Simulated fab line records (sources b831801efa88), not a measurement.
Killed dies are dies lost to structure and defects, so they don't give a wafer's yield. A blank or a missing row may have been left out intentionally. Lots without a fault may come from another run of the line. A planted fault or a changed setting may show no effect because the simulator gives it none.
Which of the tools did it? + flow gf180mcu + 7 lots with 21 wafers sampled at 2 steps, on a route of 602 steps

## WHAT THE GAUGES READ, wafer by wafer
GF_CONTACT_OVL_MEAS_15.
| lot  | measured     | on         | CONTACT_OVL (nm) |
|------|--------------|------------|------------------|
| L481 | day 16 19:29 | overlay-01 | 2 6 15           |
| L485 | day 18 12:11 | overlay-01 | 0 1 7            |
| L488 | day 19 08:32 | overlay-01 | - - -            |
| L491 | day 20 14:55 | overlay-01 | 6 1 0            |
| L498 | day 23 08:23 | overlay-02 | 6 0 -5           |
| L500 | day 23 13:44 | overlay-01 | 5 2 5            |
| L502 | day 24 08:54 | overlay-01 | 6 4 5            |

## TOOL THAT RAN EACH LOT (tool first, then ch and the chambers of the sampled wafers, then the start)
| lot  | GF_CONTACT_DEVELOP_13             |
|------|-----------------------------------|
| L481 | litho_track-01 ch 0, day 16 19:13 |
| L485 | litho_track-01 ch 0, day 18 11:56 |
| L488 | litho_track-01, day 19 08:16      |
| L491 | litho_track-04 ch 0, day 20 14:43 |
| L498 | litho_track-01 ch 0, day 23 08:08 |
| L500 | litho_track-03 ch 0, day 23 13:29 |
| L502 | litho_track-04 ch 0, day 24 08:38 |
- GF_CONTACT_DEVELOP_13: develop time 60 s.

## THE ANSWER, worked out from the rows above alone
Rule: the lots themselves supply what counts as usual. Put in order of their means at a reading, lots are off if they are a third of the lots or fewer, leave a main group of 4 or more, and stand apart from it by a gap of 3 or more times the standard deviation of the main group's means; of several such gaps the widest counts. The tables above print the reading to a certain number of digits; a main group whose means all agree to those digits is not used. A lot without any number at a reading at which 4 lots or more have one is off too. All remaining lots with rows at the step are treated as sound.
Off: L488, seen at GF_CONTACT_OVL_MEAS_15 (CONTACT_OVL). Without a number there: L488. Mean 4 nm and standard deviation 2.3 in the main group.
If a tool, at a process step before that reading, ran all the lots that are off and no sound lot after the first of them, it fits. Those tools and the gauges at GF_CONTACT_OVL_MEAS_15 are tried in the same way. None of those tried fits.

## WHAT THE SIMULATOR HAD PUT IN
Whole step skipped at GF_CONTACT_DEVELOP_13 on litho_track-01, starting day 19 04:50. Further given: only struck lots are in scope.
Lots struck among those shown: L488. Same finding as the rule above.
